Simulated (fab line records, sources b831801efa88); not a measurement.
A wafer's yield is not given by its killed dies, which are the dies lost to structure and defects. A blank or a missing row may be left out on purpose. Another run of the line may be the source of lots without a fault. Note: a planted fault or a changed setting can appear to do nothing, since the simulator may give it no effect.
Struck lot and sound lot, side by side :: flow sky130 :: 29 out of 708 route steps
Sound: wafers L666.2, L666.4, L666.6. Struck: wafer L676.5. (L676.1, L676.3 of the same lot were not struck and are left out.) The cause comes at the end.
Per side, at each step with rows, come the tool, then ch with its chambers, and then its first start. Under that, the readings that differ: sound wafers :: struck wafers :: difference of the means :: sigmas: that difference in standard deviations of wafers without a fault.
alike: readings whose means differ by less than 2 such deviations, and words and numbers that are the same on both sides. not compared: withheld readings, readings that some wafer has no value for, bounds like >300 that may hide the same value, and numbers for which the record gives no deviation and whose values overlap.
A row with sigmas, a row that says differs or no value, or rows on one side alone: a step with any of these is where the two part. Non-overlapping numbers with no deviation appear without sigmas and do not part them. Lack of a reading on every wafer of one side parts them only where that side has two or more wafers.

first, 9 steps without rows for these wafers: SKY_METAL2_DEVELOP_14 (develop time 60 s); SKY_METAL2_DESCUM_17 (chemistry O2, time 8 s); SKY_METAL2_ETCH_18 (etches BARC in N2/H2, stops on SiO2, time 45.9 s, target depth 60 nm); SKY_METAL2_METAL_ETCH_19 (etches the open film in Cl2/BCl3, stops on SiO2, target depth 360 nm, time 78 s); SKY_METAL2_STRIP_20 (strips in O2/N2); SKY_METAL2_STRIP_21 (strips in post etch residue remover, time 1200 s); SKY_METAL2_CLEAN_22 (cleans in IPA, time 180 s); SKY_METAL2_CLEAN_23 (cleans in O3/DIW); SKY_VIA2_HDPCVD_00 (deposits SiO2, target thk 1180 nm, time 196.7 s).
SKY_VIA2_CMP_02: polishes SiO2.
  sound on cmp-01 ch 0,2, day 35 01:24; struck on cmp-01 ch 2, day 39 07:34
reading: retainingRingPressureFrac
sound: 1.003 1.001 0.997
struck: 0.988
difference: -0.012
sigmas: -2

reading: model.SiO2_of_VIA2_HDPCVD_00.thkNm (nm)
sound: 494.7 493.2 494.8
struck: 727.9
difference: +233.7
sigmas: 
  alike: edgeZonePressureFrac, motorCurrentA, platenRpm
then, 9 steps without rows for these wafers: SKY_VIA2_DEHYDRATE_04 (time 60 s); SKY_VIA2_HMDS_05 (prime time 60 s); SKY_VIA2_COAT_06 (resist thk 60 nm); SKY_VIA2_COAT_07 (resist thk 450 nm); SKY_VIA2_SOFTBAKE_08 (time 90 s); SKY_VIA2_EXPOSE_09 (exposes mask VIM2, target cd 200 nm); SKY_VIA2_PEB_10; SKY_VIA2_DEVELOP_11 (develop time 60 s); SKY_VIA2_ETCH_14 (etches BARC in N2/H2, stops on SiO2, time 45.9 s, target depth 60 nm).
SKY_VIA2_ETCH_15: etches SiO2 in C4F8/O2/Ar, stops on TiN, target depth 546 nm, time 84 s.
  sound on rieDiel-01 ch 0,2, day 36 03:51; struck on rieDiel-04 ch 0, day 40 08:58
reading: oesProductAu (a.u.)
sound: 0.945 0.938 0.938
struck: 1.002
difference: +0.062
sigmas: +14

reading: model.etch.depthNm (nm)
sound: 494.7 493.2 494.8
struck: 550.6
difference: +56.4
sigmas: 

reading: model.VIA2.featureDepthNm (nm)
sound: 494.7 493.2 494.8
struck: 550.6
difference: +56.4
sigmas: 
  alike: chamberPressureMTorr
  not compared: rfHoursCounterH
then, 6 steps without rows for these wafers: SKY_VIA2_STRIP_16 (strips in O2/N2); SKY_VIA2_STRIP_17 (strips in post etch residue remover, time 1200 s); SKY_VIA2_CLEAN_18 (cleans in IPA, time 180 s); SKY_VIA2_CLEAN_19 (cleans in O3/DIW); SKY_VIA2_SPUTTER_20 (material TiN, target thk 20 nm, time 80 s); SKY_VIA2_CVD_21 (deposits W, target thk 420 nm, time 126.4 s).
SKY_VIA2_CMP_24: polishes, stops on SiO2, t overpolish 20 s, target thk 0 nm.
  sound on cmp-02 ch 1,3, day 36 04:56; struck on cmp-01 ch 2, day 40 10:00
reading: motorCurrentA (A)
sound: 10.0 10.2 10.7
struck: 11.8
difference: +1.5
sigmas: +2

reading: model.SiO2_of_VIA2_HDPCVD_00.thkNm (nm)
sound: 490.3 488.8 490.4
struck: 723.5
difference: +233.7
sigmas: 
  alike: edgeZonePressureFrac, platenRpm, retainingRingPressureFrac
then, 1 step without rows for these wafers: SKY_METAL3_SPUTTER_00 (material Ti, target thk 15 nm, time 10 s).
-- the record jumps here: 9 days lie between the struck wafers' starts before and after (it left off in module METAL3 and takes up again in module PAD_OPEN, whose first step shown is number 708 of the route) --
SKY_PAD_OPEN_PROBE_99:
  sound on prober-02, day 45 14:17; struck on prober-02, day 48 23:47
reading: defectLimitedYield (%)
sound: 79.9 83.1 78.3
struck: 0
difference: -80
sigmas: -45

reading: killed_at_M0_to_M3
sound: 62 44 45
struck: 454
difference: +404
sigmas: +52

reading: killedDies
sound: 99 83 107
struck: 492
difference: +396
sigmas: +43

reading: killedOnRim
sound: 23 17 16
struck: 96
difference: +77
sigmas: +22

reading: sort_bin_5_function (%)
sound: 13.2 10.2 13.6
struck: 93.3
difference: +81.0
sigmas: +54

reading: sortNPass
sound: 393 409 385
struck: 0
difference: -396
sigmas: -43

reading: sortYieldPct (%)
sound: 79.9 83.1 78.3
struck: 0
difference: -80
sigmas: -45
  alike: killed_at_M4_up, killedAtContacts, killedAtFrontEnd, killedAtOther, killedOpen, killedShort, sort_bin_3_pad_short, sort_bin_6_memory

== WHERE THEY PART ==
Last at SKY_PAD_OPEN_PROBE_99 as far as this record goes, first at SKY_VIA2_CMP_02.

WHY: what the simulator had put in
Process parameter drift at SKY_VIA2_CMP_02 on cmp-01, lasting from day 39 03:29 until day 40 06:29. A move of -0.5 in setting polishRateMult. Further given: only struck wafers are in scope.
